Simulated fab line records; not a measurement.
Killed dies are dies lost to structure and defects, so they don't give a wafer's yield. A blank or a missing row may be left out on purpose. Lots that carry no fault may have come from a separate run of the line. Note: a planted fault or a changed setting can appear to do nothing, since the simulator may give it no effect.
fab line records	flow gf180mcu
record: lots: 11	wafers: 33	last-day: 33
route steps=602 shown STI@30 CONTACT@303 M1@317
lots with no fault: from the same line, run without faults
start-h: hours from the record's opening day to when the first of the lot's shown wafers began	wait-h: how many hours have passed since the lot's step before this one	" the same as in the row above	L1.1+2: a row that stands for several wafers	- either no value or no given start	* or withheld: withheld	< > ~ a bound
route shown NAME@n: names a module that has steps shown in the file, with the first one's number in the route	usual: average and standard deviation across the fault-free wafers	same: alike in all rows	chamber/n: place in a boat	sites: each site's reading	_std_site: standard deviation of those values	_edge_site: the outer-site mean with the inner-site mean subtracted	radius-mm: how far each site lies from the wafer's centre	mask NAME#n: copy n	behind: the tool/chamber that last shaped the wafer	hold: why the lot went on hold/how many hours it stayed there/how the hold came to an end	device: transistor that didn't switch, given as n, p or np	end of line: tests of these same wafers at the route's end	a step with no rows: only its recipe	killed: dies lost to structure and defects at the first sort, not the wafer's yield	map: per-die view of a wafer (x killed, . not killed, _ where there is no die)
set.NAME: setting as actually run; set.NAME@STEP: the setting as run at that earlier step	model.NAME: the simulator's own value behind a step, which no gauge read
steps of the route over a sample of lots; a table a step, a row a wafer
services: from which hour (start-h, from the record's first day; less than 0 if before it) a tool's chamber was out of use, for how many hours, and why
== steps ==
step: GF_STI_OXIDATION_29
recipe: temp-c: 900	ambient: O2	stabilise-s: 600	purge-s: 300	target-thk-a: 100	ox-time-s: 1418
usual: spike-tc-bottom-C: 916.1/1.2	spike-tc-centre-C: 901.4/1.1	spike-tc-lower-C: 900.0/1.1	spike-tc-top-C: 912.1/1	spike-tc-upper-C: 899.7/1.7	tube-center-temp-C: 900/0.083	tube_center_temp_C_max: 902.3/0.33	zone-power-bottom-pct: 34.7/0.47	zone-power-top-pct: 35.9/0.65	zone-power-upper-pct: 18.5/0.62
lot.wafer	tool	chamber	start-h	wait-h	spike-tc-bottom-C	spike-tc-centre-C	spike-tc-lower-C	spike-tc-top-C	spike-tc-upper-C	tube-center-temp-C	tube_center_temp_C_max	zone-power-bottom-pct	zone-power-top-pct	zone-power-upper-pct
L876.3	furnace-02	0	36.49	1.1	918.5	901.0	901.7	911.6	902.0	900.26	902.8	35.3	36.8	19.2
L876.4	"	0	"	"	915.5	902.2	900.9	911.8	900.9	900.07	901.8	35.2	36.1	18.8
L876.6	"	0	"	"	916.3	903.5	901.2	912.6	901.9	900.19	902.8	35.0	36.6	19.1
L877.1	furnace-02	0	36.49	1.1	919.1	900.4	901.0	911.9	901.0	900.09	902.5	35.1	36.6	19.4
L877.2	"	0	"	"	916.1	900.8	899.4	911.3	901.1	899.98	902.5	35.1	36.3	19.1
L877.5	"	0	"	"	915.6	902.7	901.9	910.7	902.3	899.89	902.3	35.3	36.1	18.8
L878.2	furnace-01	0	43.99	0.4	914.3	902.0	898.9	913.5	897.6	899.98	902.1	34.6	35.4	17.9
L878.5	"	0	"	"	916.9	900.2	899.5	911.4	899.2	900.11	902.7	34.5	35.6	17.9
L878.6	"	0	"	"	915.2	903.4	898.9	911.9	896.9	900.1	902.7	34.5	35.7	17.6
L879.2	furnace-01	0	50.12	0.7	915.3	901.5	900.2	912.7	897.5	899.96	902.5	34.1	35.7	17.9
L879.3	"	0	"	"	916.1	902.5	900.1	912.2	898.2	899.9	902.1	34.6	35.1	17.9
L879.5	"	0	"	"	914.7	902.0	898.9	913.4	898.4	899.91	902.0	34.7	35.4	18.2
L882.1	furnace-01	0	61.42	0.5	916.0	902.9	899.5	911.7	897.6	899.98	902.4	34.4	36.1	17.9
L882.5	"	0	"	"	915.6	900.9	900.1	912.8	898.8	900.03	902.4	34.9	36.1	18.0
L882.6	"	0	"	"	917.7	902.0	899.5	910.8	897.0	900.08	902.4	34.1	36.5	18.0
L884.3	furnace-02	0	73.37	3.4	916.5	900.7	898.4	913.4	900.5	900.17	902.1	35.0	35.9	19.2
L884.4	"	0	"	"	916.4	900.4	900.8	909.7	900.7	899.96	902.6	34.0	36.2	19.1
L884.5	"	0	"	"	915.7	901.2	901.5	910.1	898.5	900.03	902.6	35.4	36.5	19.1
L886.2	furnace-01	0	83.16	2.0	915.4	903.5	899.1	913.0	898.0	900.11	902.6	34.6	35.2	18.2
L886.3	"	0	"	"	916.6	899.1	899.9	912.4	898.0	899.95	902.1	34.1	35.1	18.0
L886.4	"	0	"	"	916.7	901.5	900.2	911.7	896.7	900.09	901.8	35.0	35.8	17.8
L887.1	furnace-01	0	88.07	1.4	860.1	844.6	841.2	858.5	841.7	843.9	846.0	30.7	31.2	15.8
L887.4	"	0	"	"	859.6	846.3	845.1	858.7	843.3	843.83	845.7	29.6	32.0	15.6
L887.6	"	0	"	"	862.2	844.4	844.0	856.6	841.5	843.74	846.6	30.5	31.6	15.9
L888.1	furnace-01	0	93.82	0.0	859.6	846.4	842.4	856.5	841.3	843.73	846.1	30.2	30.8	15.7
L888.3	"	0	"	"	859.9	845.7	845.0	857.9	842.7	843.87	846.7	29.8	31.7	15.6
L888.6	"	0	"	"	860.4	847.0	843.1	856.3	841.7	843.82	846.7	29.9	32.3	15.8
L890.3	furnace-02	0	104.83	1.0	917.4	903.0	900.4	910.5	901.6	900.13	902.4	35.4	36.5	19.1
L890.4	"	0	"	"	917.0	901.0	901.1	912.4	900.1	900.03	902.2	34.6	36.5	18.9
L890.5	"	0	"	"	916.0	900.7	901.0	912.6	901.8	899.94	902.3	34.9	36.5	19.3
L892.1	furnace-01	0	110.56	0.0	859.8	847.0	842.5	856.8	842.4	843.69	845.8	30.3	31.9	15.6
L892.2	"	0	"	"	860.2	843.9	844.4	857.9	842.5	843.81	845.3	29.9	31.5	15.4
L892.4	"	0	"	"	857.8	845.5	842.8	856.4	841.9	843.93	846.5	30.3	32.0	15.7
step: GF_STI_THK_MEAS_30
recipe: reads: SiO2_of_STI_OXIDATION_29
usual: STI_OXIDATION_02_THK: 10.05/0.19
lot.wafer	tool	chamber	start-h	wait-h	STI_OXIDATION_02_THK[nm]
L877.1	film-metro-01	-	37.89	0.0	10.03
L877.2	"	-	"	"	10.05
L877.5	"	-	"	"	10.13
L876.3	film-metro-03	-	37.91	0.0	10.05
L876.4	"	-	"	"	9.97
L876.6	"	-	"	"	9.96
L878.2	film-metro-02	-	45.40	0.0	9.89
L878.5	"	-	"	"	9.81
L878.6	"	-	"	"	9.95
L879.2	film-metro-01	-	51.52	0.0	10.12
L879.3	"	-	"	"	10.13
L879.5	"	-	"	"	10.11
L882.1	film-metro-02	-	62.81	0.0	10.36
L882.5	"	-	"	"	10.28
L882.6	"	-	"	"	10.25
L884.3	film-metro-01	-	74.78	0.0	10.02
L884.4	"	-	"	"	10.03
L884.5	"	-	"	"	10.10
L886.2	film-metro-02	-	84.57	0.0	9.79
L886.3	"	-	"	"	9.94
L886.4	"	-	"	"	10.05
L887.1	film-metro-03	-	89.46	0.0	5.48
L887.4	"	-	"	"	5.21
L887.6	"	-	"	"	5.32
L888.1	film-metro-03	-	95.22	0.0	5.14
L888.3	"	-	"	"	5.37
L888.6	"	-	"	"	5.30
L890.3	film-metro-03	-	106.25	0.0	10.28
L890.4	"	-	"	"	10.25
L890.5	"	-	"	"	10.30
L892.1	film-metro-01	-	111.96	0.0	4.81
L892.2	"	-	"	"	4.68
L892.4	"	-	"	"	4.74
step: GF_CONTACT_ETCH_16
recipe: chemistry: N2/H2	target-depth-a: withheld	overetch-a: withheld	time-s: withheld	target: BARC	ion-energy-ev: 200	source-w: 500	bias-w: 100	pressure-mtorr: 30	n2-flow-sccm: 100	h2-flow-sccm: 200
usual: drypump-motor-current-A: 5.7/0.5	oes-product-au: 0.855/0.0044	throttle-valve-pct: 13.225/0.0085
lot.wafer	tool	chamber	start-h	wait-h	drypump-motor-current-A	oes-product-au	throttle-valve-pct
L876.3	rie-diel-01	0	376.85	0.0	6.1	0.858	13.220
L876.4	"	2	"	"	5.6	0.855	13.222
L876.6	"	2	"	"	5.6	0.857	13.218
L877.1	rie-diel-02	1	377.20	0.0	5.3	0.855	13.223
L877.2	"	0	"	"	5.7	0.855	13.223
L877.5	"	1	"	"	5.3	0.851	13.235
L878.2	rie-diel-01	3	389.30	0.0	6.5	0.856	13.245
L878.5	"	3	"	"	6.5	0.852	13.234
L878.6	"	0	"	"	6.1	0.857	13.223
L879.2	rie-diel-01	0	396.30	0.0	6.1	0.850	13.238
L879.3	"	2	"	"	5.6	0.852	13.223
L879.5	"	1	"	"	6.3	0.857	13.235
L882.1	rie-diel-01	1	416.95	0.0	6.3	0.855	13.217
L882.5	"	2	"	"	5.6	0.858	13.239
L882.6	"	1	"	"	6.3	0.855	13.230
L884.3	rie-diel-01	0	437.48	0.0	6.1	0.848	13.235
L884.4	"	2	"	"	5.6	0.858	13.217
L884.5	"	3	"	"	6.5	0.852	13.230
L886.2	rie-diel-03	2	459.73	0.0	4.8	0.859	13.225
L886.3	"	1	"	"	5.5	0.857	13.223
L886.4	"	3	"	"	5.9	0.861	13.222
L887.1	rie-diel-01	2	465.48	0.0	5.6	0.857	13.229
L887.4	"	0	"	"	6.1	0.847	13.225
L887.6	"	0	"	"	6.1	0.852	13.224
L888.1	rie-diel-01	0	474.73	0.0	6.1	0.858	13.217
L888.3	"	3	"	"	6.5	0.845	13.239
L888.6	"	1	"	"	6.3	0.854	13.229
L890.3	rie-diel-03	1	491.38	0.0	5.5	0.849	13.218
L890.4	"	2	"	"	4.8	0.854	13.220
L890.5	"	3	"	"	5.9	0.867	13.226
L892.1	rie-diel-03	3	501.90	0.0	5.9	0.850	13.217
L892.2	"	2	"	"	4.8	0.855	13.228
L892.4	"	0	"	"	5.4	0.859	13.226
step: GF_M1_SPUTTER_02
recipe: material: AlCu	target-thk-nm: 450	power-w: 10600	time-s: 23.9	chamber-pressure-pa: 0.4
usual: chamber-pressure-pa: 0.3999/0.00097	throttle-valve-pct: 30.3/0.72
lot.wafer	tool	chamber	start-h	wait-h	chamber-pressure-pa	throttle-valve-pct
L876.3	pvd-sputter-01	-	378.14	0.0	0.4010	29.9
L876.4	"	-	"	"	0.4010	30.2
L876.6	"	-	"	"	0.3984	29.5
L877.1	pvd-sputter-03	-	378.48	0.0	0.3999	30.4
L877.2	"	-	"	"	0.3998	30.7
L877.5	"	-	"	"	0.3976	31.9
L878.2	pvd-sputter-03	-	390.57	0.0	0.3995	30.4
L878.5	"	-	"	"	0.3994	30.7
L878.6	"	-	"	"	0.4011	31.9
L879.2	pvd-sputter-02	-	397.58	0.0	0.3996	31.1
L879.3	"	-	"	"	0.4003	29.4
L879.5	"	-	"	"	0.3997	29.4
L882.1	pvd-sputter-01	-	418.25	0.0	0.4002	29.9
L882.5	"	-	"	"	0.4006	29.9
L882.6	"	-	"	"	0.3989	29.5
L884.3	pvd-sputter-01	-	438.75	0.0	0.4009	30.1
L884.4	"	-	"	"	0.4002	29.7
L884.5	"	-	"	"	0.3994	29.4
L886.2	pvd-sputter-01	-	461.01	0.0	0.4012	29.5
L886.3	"	-	"	"	0.4004	29.7
L886.4	"	-	"	"	0.4001	29.4
L887.1	pvd-sputter-02	-	466.76	0.0	0.3991	31.0
L887.4	"	-	"	"	0.3997	30.7
L887.6	"	-	"	"	0.3999	31.0
L888.1	pvd-sputter-01	-	476.00	0.0	0.4012	29.5
L888.3	"	-	"	"	0.3997	29.7
L888.6	"	-	"	"	0.3990	29.7
L890.3	pvd-sputter-03	-	493.20	0.0	0.3997	30.2
L890.4	"	-	"	"	0.3999	30.6
L890.5	"	-	"	"	0.4006	30.3
L892.1	pvd-sputter-03	-	503.17	0.0	0.4000	30.5
L892.2	"	-	"	"	0.4001	30.8
L892.4	"	-	"	"	0.3990	30.1
step: GF_M1_SPUTTER_03
recipe: material: Ti	target-thk-nm: 10	substrate-temp-c: 300	chamber-pressure-pa: 0.3	power-w: 3000	time-s: 6.7
usual: chamber-pressure-pa: 0.3001/0.00056	throttle-valve-pct: 30.3/0.74
lot.wafer	tool	chamber	start-h	wait-h	chamber-pressure-pa	throttle-valve-pct
L876.3	pvd-sputter-01	-	378.17	0.0	0.3000	30.0
L876.4	"	-	"	"	0.3002	30.1
L876.6	"	-	"	"	0.2999	29.6
L877.1	pvd-sputter-03	-	378.51	0.0	0.3005	30.7
L877.2	"	-	"	"	0.2997	30.3
L877.5	"	-	"	"	0.2998	32.1
L878.2	pvd-sputter-03	-	390.60	0.0	0.3003	30.2
L878.5	"	-	"	"	0.2998	30.2
L878.6	"	-	"	"	0.3000	31.9
L879.2	pvd-sputter-02	-	397.61	0.0	0.2993	31.1
L879.3	"	-	"	"	0.3002	29.7
L879.5	"	-	"	"	0.2996	29.3
L882.1	pvd-sputter-01	-	418.28	0.0	0.2997	30.1
L882.5	"	-	"	"	0.3001	30.1
L882.6	"	-	"	"	0.2993	29.4
L884.3	pvd-sputter-01	-	438.78	0.0	0.2997	29.9
L884.4	"	-	"	"	0.3005	29.6
L884.5	"	-	"	"	0.2998	29.6
L886.2	pvd-sputter-01	-	461.04	0.0	0.3002	29.6
L886.3	"	-	"	"	0.2996	29.6
L886.4	"	-	"	"	0.2997	29.4
L887.1	pvd-sputter-02	-	466.79	0.0	0.2998	31.0
L887.4	"	-	"	"	0.3002	31.1
L887.6	"	-	"	"	0.3005	31.1
L888.1	pvd-sputter-01	-	476.03	0.0	0.2998	29.4
L888.3	"	-	"	"	0.3006	29.5
L888.6	"	-	"	"	0.3004	29.6
L890.3	pvd-sputter-03	-	493.23	0.0	0.3001	30.2
L890.4	"	-	"	"	0.3000	30.4
L890.5	"	-	"	"	0.3010	30.0
L892.1	pvd-sputter-03	-	503.20	0.0	0.2998	30.3
L892.2	"	-	"	"	0.3012	30.9
L892.4	"	-	"	"	0.2996	30.1
== services ==
tool	chamber	start-h	hours	kind
furnace-01	-	19.72	2.2	repair
furnace-01	-	46.89	3.2	pm
furnace-01	-	66.43	15.3	pm
pvd-sputter-01	-	73.83	6.3	repair
pvd-sputter-01	-	73.97	1.3	repair
pvd-sputter-01	-	81.23	3.2	repair
rie-diel-01	3	83.24	5.8	repair
pvd-sputter-01	-	87.35	1.3	repair
rie-diel-01	2	142.75	4.3	repair
pvd-sputter-03	-	152.11	3.2	repair
rie-diel-01	3	167.46	6.1	repair
pvd-sputter-01	-	175.27	9.5	repair
rie-diel-01	3	192.48	27.1	repair
furnace-01	-	193.59	3.7	pm
rie-diel-01	-	194.14	0.3	repair
rie-diel-01	2	208.46	29.2	repair
furnace-01	-	215.78	3.9	pm
pvd-sputter-03	-	245.79	5.3	repair
rie-diel-01	-	289.71	0.1	repair
rie-diel-01	1	306.91	2.9	repair
pvd-sputter-01	-	378.25	1.2	repair
pvd-sputter-03	-	443.05	3.8	repair
pvd-sputter-03	-	479.00	2.3	repair
pvd-sputter-01	-	490.14	5.4	repair
== key ==
first-sign: step: GF_STI_OXIDATION_29	reading: tube-center-temp-C	direction: down	sigmas: 99+	usual: *	struck: *
effect: step: GF_STI_OXIDATION_29	reading: tube_center_temp_C_max	direction: down	sigmas: 99+	usual: *	struck: *
effect: step: GF_STI_THK_MEAS_30	reading: STI_OXIDATION_02_THK	direction: down	sigmas: 26	usual: 10.05	struck: 5.12
met-at GF_STI_OXIDATION_29
struck-lots L887,L888,L892
tester-left-out L887,L888,L892
not-acting-at GF_CONTACT_ETCH_16,GF_M1_SPUTTER_02,GF_M1_SPUTTER_03
onset-between 83.16 88.07
fault: kind: process-parameter-drift	tool: furnace-01	chamber: -	onset-h: 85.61	steps: GF_STI_OXIDATION_29	channel: temp-c	offset: *	shape: step	end-h: 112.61	acts-in: *	stated: *
tester-left-out: of these lots the tester's yield and bins aren't shown, on N5 and GAA mostly nor the transistor test; their killed dies are dies lost to structure and defects alone, not to doping, threshold or leakage, so they don't give the yield
